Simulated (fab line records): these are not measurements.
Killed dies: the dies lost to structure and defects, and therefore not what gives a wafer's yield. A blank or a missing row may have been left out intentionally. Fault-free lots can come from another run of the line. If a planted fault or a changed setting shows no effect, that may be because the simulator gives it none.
Matching of chambers | flow gf180mcu | rie_si-01 running GF_STI_ETCH_14: 4 sister chambers
The step etches Si in HBr/Cl2/O2, target depth 360 nm, time 102.9 s. 8 wafers are shown with their chamber, then 8 later ones without.

== EACH WAFER AND ITS CHAMBER ==
wafer  | chamber | drypump_motor_current_A (A) | oes_product_au (a.u.)
L298.3 | 0       | 5.3                         | 1.012
L299.5 | 2       | 5.1                         | 1.004
L300.6 | 1       | 5.5                         | 1.008
L301.1 | 2       | 5.1                         | 1.007
L301.5 | 3       | 6.1                         | 0.998
L302.1 | 3       | 6.2                         | 1.005
L302.6 | 1       | 5.5                         | 1.007
L316.1 | 0       | 5.3                         | 1.012

== WAFERS WITH NO CHAMBER GIVEN ==
wafer  | drypump_motor_current_A (A) | oes_product_au (a.u.)
L316.2 | 5.5                         | 1.013
L316.3 | 6.1                         | 1.014
L317.2 | 5.5                         | 1.006
L317.3 | 5.1                         | 1.008
L317.6 | 6.1                         | 1.005
L318.3 | 6.1                         | 1.008
L318.4 | 5.1                         | 1.007
L318.5 | 5.1                         | 1.006

== EACH ONE'S CHAMBER ==
wafer  | from the rows above | in truth
L316.2 | 1                   | 1
L316.3 | 3                   | 3
L317.2 | 1                   | 1
L317.3 | 2                   | 2
L317.6 | 3                   | 3
L318.3 | 3                   | 3
L318.4 | 2                   | 2
L318.5 | 2                   | 2
Placed correctly: 8 of 8. Left unplaced by these rows: 0. Number placed wrongly: 0.
How it was worked out, from the rows above alone: a wafer's distance from a chamber is the root of the sum, over the readings, of the square of ((its reading less the chamber's mean) divided by the reading's scatter). The wafer belongs to the nearest chamber; if the next one is less than 2 further off, it can't be placed. The mean given for a chamber averages the wafers shown for that chamber. How the scatter is found: for the shown wafers, subtract from each reading the mean of its chamber, square and add these, divide the total by (wafers less chambers), then take the root.
